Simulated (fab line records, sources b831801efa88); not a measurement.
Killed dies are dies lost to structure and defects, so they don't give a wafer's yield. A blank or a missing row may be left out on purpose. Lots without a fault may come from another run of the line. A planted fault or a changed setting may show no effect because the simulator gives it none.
Problem report in the 8D (eight disciplines) form, filled by code | flow sky130 | the parts of the form that need people (team, actions taken, sign-off) are left out

1. THE PROBLEM
cd_nm at SKY_METAL4_CD_MEAS_13 reads a mean of 318.4 nm on 6 wafers of 2 lots; wafers without a fault read 299.7 nm with a standard deviation of 1.5. That is +13 standard deviations from the usual mean.
The step: target cd 300 nm.
First seen on wafer L658.1, day 46 07:33, on cd_sem-02. The record holds 33 wafers of 11 lots with a number at this step. Rule for "out", or "out of limits": more than 4 standard deviations from the usual mean. The other wafers with a number count as sound.

2. WHAT IT IS AND WHAT IT IS NOT
question                    | is                     | is not
which readings at this step | cd_nm                  | -
which lots                  | L658, L659             | L649, L652, L653, L654, L656, L657, L666, L670, L672
which wafers of those lots  | all that have a number | -
read on which gauges        | cd_sem-01, cd_sem-02   | -
when                        | from day 46 07:33      | up to then (18 sound wafers); but 9 sound wafers of L666, L670, L672 came after

3. SUSPECTS, AND WHAT RULES EACH OUT
Counting: a tool at a process step up to the reading stays a suspect if it ran every lot that is out and no sound lot after the first of them.
- the gauge at SKY_METAL4_CD_MEAS_13: ruled out. The wafers that are out were read on 2 gauges (cd_sem-01, cd_sem-02).
- krf_scanner-01 at SKY_METAL4_EXPOSE_10 (exposes mask MM4, target cd 300 nm): kept. It ran every lot that is out, first L658 (day 45 20:48), and no sound lot after that; its last sound lot up to then is L657 (day 45 08:06). Its own readings are out on those wafers: exposure_dose_mJ_cm2.
Left after counting: krf_scanner-01 at SKY_METAL4_EXPOSE_10.

4. THE CAUSE (what the simulator had put in)
Process parameter drift: krf_scanner-01, from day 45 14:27 on, at SKY_METAL4_EXPOSE_10. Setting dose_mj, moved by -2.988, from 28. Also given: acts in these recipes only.
Counting left only this tool.

5. THE CHAIN OF EFFECTS, in route order
Each row: a reading whose mean over the struck wafers that have a number lies more than 3 standard deviations from the usual. Only readings for which the record gives a usual standard deviation are gone through. hours: the time from each lot's start at the first step in this table that gives one to its start at this step, as a median over the lots. sigmas: the change in usual standard deviations.
hours | step                  | reading              | usual    | on struck wafers | change | sigmas
0     | SKY_METAL4_EXPOSE_10  | exposure_dose_mJ_cm2 | 27.99    | 25.03            | -2.96  | -93
11    | SKY_METAL4_CD_MEAS_13 | cd_nm                | 299.7 nm | 318.4            | +18.8  | +13
The process steps in it:
- SKY_METAL4_EXPOSE_10: exposes mask MM4, target cd 300 nm.

6. WHAT WOULD HAVE CAUGHT IT SOONER
In this record the first reading out of limits at a measuring or inspecting step was taken at day 46 07:33, 17 hours after the fault began at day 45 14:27.
The tool's own readings at SKY_METAL4_EXPOSE_10 were out on every struck wafer that the step has a row for (exposure_dose_mJ_cm2): an alarm limit on them would have fired on the first of those.
All the lots that are out (2) had begun SKY_METAL4_EXPOSE_10 on krf_scanner-01 by day 46 07:33. A hold on the tool at that time would have spared none of them.
